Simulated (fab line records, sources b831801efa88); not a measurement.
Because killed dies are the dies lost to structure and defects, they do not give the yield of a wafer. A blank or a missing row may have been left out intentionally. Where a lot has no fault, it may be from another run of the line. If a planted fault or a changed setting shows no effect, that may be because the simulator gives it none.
8D (eight disciplines) problem report, filled in by code | flow gf180mcu | the parts of the form that need people (team, actions taken, sign-off) are left out

## 1. THE PROBLEM
Wafers without a fault read 6500.1 W, standard deviation 1.1; cathode-dc-power-W at GF_MIM_SPUTTER_01 reads a mean of 6211.4 W on 6 wafers belonging to 2 lots. That is -99 or more standard deviations from the usual mean.
The step: material TiN, target thk 30 nm, time 25 s.
First observed at day 27 19:20: wafer L936.2, on pvd-sputter-04. Wafers with a number at this step in the record: 39, from 13 lots. Rule for "out" (also "out of limits"): further than 4 standard deviations from the usual mean. Any other wafer with a number is counted as sound.

## 2. WHAT IT IS AND WHAT IT IS NOT
question                    | is                     | is not
which readings at this step | cathode-dc-power-W     | throttle-valve-pct
which lots                  | L936, L938             | L926, L928, L930, L932, L934, L944, L945, L946, L947, L948, L949
which wafers of those lots  | all that have a number | -
read on which tools         | pvd-sputter-04         | pvd-sputter-01, pvd-sputter-03
when                        | from day 27 19:20      | up to then (15 sound wafers); but 18 sound wafers of L944, L945, L946, L947, L948, L949 came after

## 3. SUSPECTS, AND WHAT RULES EACH OUT
Counting: any tool at a process step up to the reading is kept as a suspect provided that every lot that is out went through it and no sound lot did after the first of them.
- pvd-sputter-04 at GF_MIM_SPUTTER_01 (material TiN, target thk 30 nm, time 25 s): kept. All lots that are out passed through it, beginning with L936 at day 27 19:20, and no sound lot followed; its final sound lot before that point was L934 at day 26 22:56. Out on those wafers are its own readings of cathode-dc-power-W.
After counting, what remains is pvd-sputter-04 at GF_MIM_SPUTTER_01.

## 4. THE CAUSE (what the simulator had put in)
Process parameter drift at GF_MIM_SPUTTER_01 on pvd-sputter-04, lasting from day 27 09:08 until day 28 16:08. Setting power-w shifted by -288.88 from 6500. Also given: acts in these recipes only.
The count eliminated every tool but this one.

## 5. SEQUENCE OF EFFECTS, ordered by route
Each row: a reading where the mean over the struck wafers with a number is more than 3 standard deviations away from the usual. Scope: only readings with a usual standard deviation given in the record; hours: median across lots of the time from each lot's start at the first step in this table that gives one to its start at this step; sigmas: change in usual standard deviations.
hours | step              | reading            | usual    | on struck wafers | change | sigmas
0     | GF_MIM_SPUTTER_01 | cathode-dc-power-W | 6500.1 W | 6211.4           | -288.7 | -99 or more
It contains these process steps:
- GF_MIM_SPUTTER_01: material TiN, target thk 30 nm, time 25 s.

## 6. HOW IT WOULD HAVE BEEN CAUGHT EARLIER
First out-of-limits reading in this record: day 27 19:20, which is 10 hours after fault onset at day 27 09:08.
